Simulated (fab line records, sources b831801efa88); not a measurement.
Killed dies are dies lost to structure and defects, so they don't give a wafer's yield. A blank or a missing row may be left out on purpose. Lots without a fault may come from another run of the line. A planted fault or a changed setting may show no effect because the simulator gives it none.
Problem report in the 8D (eight disciplines) form, filled by code | flow gf180mcu | the parts of the form that need people (team, actions taken, sign-off) are left out

1. THE PROBLEM
strip_time_to_endpoint_s at GF_VT_IMPLANT_STRIP_42 reads a mean of 12.45 s on 1 wafer of 1 lot; wafers without a fault read 12.64 s with a standard deviation of 0.03. That is -6.3 standard deviations from the usual mean.
The step: strips in O2/N2.
First seen on wafer L605.4, day 12 23:56, on plasma_asher-04. The record holds 36 wafers of 12 lots with a number at this step. Rule for "out", or "out of limits": more than 4 standard deviations from the usual mean. The other wafers with a number count as sound.

2. WHAT IT IS AND WHAT IT IS NOT
question                    | is                       | is not
which readings at this step | strip_time_to_endpoint_s | drypump_motor_current_A, heater_power_w, oes_product_au, platen_temp_c
which lots                  | L605                     | L587, L588, L590, L591, L593, L594, L595, L602, L606, L608, L610
which wafers of those lots  | L605.4                   | L605.2, L605.6
read on which tools         | plasma_asher-04          | plasma_asher-01, plasma_asher-03
when                        | from day 12 23:56        | up to then (26 sound wafers); but 9 sound wafers of L606, L608, L610 came after

3. SUSPECTS, AND WHAT RULES EACH OUT
Counting: a tool at a process step up to the reading stays a suspect if it ran every lot that is out. Sound lots after the first of them don't rule it out here, since some wafers of a struck lot are sound.
- litho_track-01 at GF_VT_IMPLANT_COAT_35 (resist thk 1000 nm): kept. It ran the lot that is out, L605 (day 12 13:36); its last sound lot up to then is L602 (day 11 10:21).
- plasma_asher-04 at GF_VT_IMPLANT_STRIP_42 (strips in O2/N2): kept. It ran the lot that is out, L605 (day 12 23:56); its last sound lot up to then is L602 (day 11 20:31). Its own readings are out on those wafers: strip_time_to_endpoint_s.
Left after counting: litho_track-01 at GF_VT_IMPLANT_COAT_35, plasma_asher-04 at GF_VT_IMPLANT_STRIP_42.

4. THE CAUSE (what the simulator had put in)
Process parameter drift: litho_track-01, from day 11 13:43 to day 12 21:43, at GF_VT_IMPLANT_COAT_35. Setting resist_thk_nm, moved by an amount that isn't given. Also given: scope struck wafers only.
Counting left 2 suspects, and this tool is among them.

5. THE CHAIN OF EFFECTS, in route order
Each row: a reading whose mean over the struck wafers that have a number lies more than 3 standard deviations from the usual. Only readings for which the record gives a usual standard deviation are gone through. hours: the time from each lot's start at the first step in this table that gives one to its start at this step, as a median over the lots. sigmas: the change in usual standard deviations.
hours | step                   | reading                  | usual   | on struck wafers | change | sigmas
0     | GF_VT_IMPLANT_STRIP_42 | strip_time_to_endpoint_s | 12.64 s | 12.45            | -0.19  | -6.3
The process steps in it:
- GF_VT_IMPLANT_STRIP_42: strips in O2/N2.
Later measuring or inspecting steps at which every struck wafer that the step has a row for has a number for every such reading, and none has moved that far: GF_POLY_GATE_THK_MEAS_01.

6. WHAT WOULD HAVE CAUGHT IT SOONER
In this record the first reading out of limits was taken at day 12 23:56, 34 hours after the fault began at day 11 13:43.
Of the tool readings at GF_VT_IMPLANT_COAT_35 for which the record gives a usual standard deviation, none was out on any struck wafer, so an alarm limit of 4 standard deviations on them would not have fired.
All the lots that are out (1) had begun GF_VT_IMPLANT_COAT_35 on litho_track-01 by day 12 23:56. A hold on the tool at that time would have spared none of them.
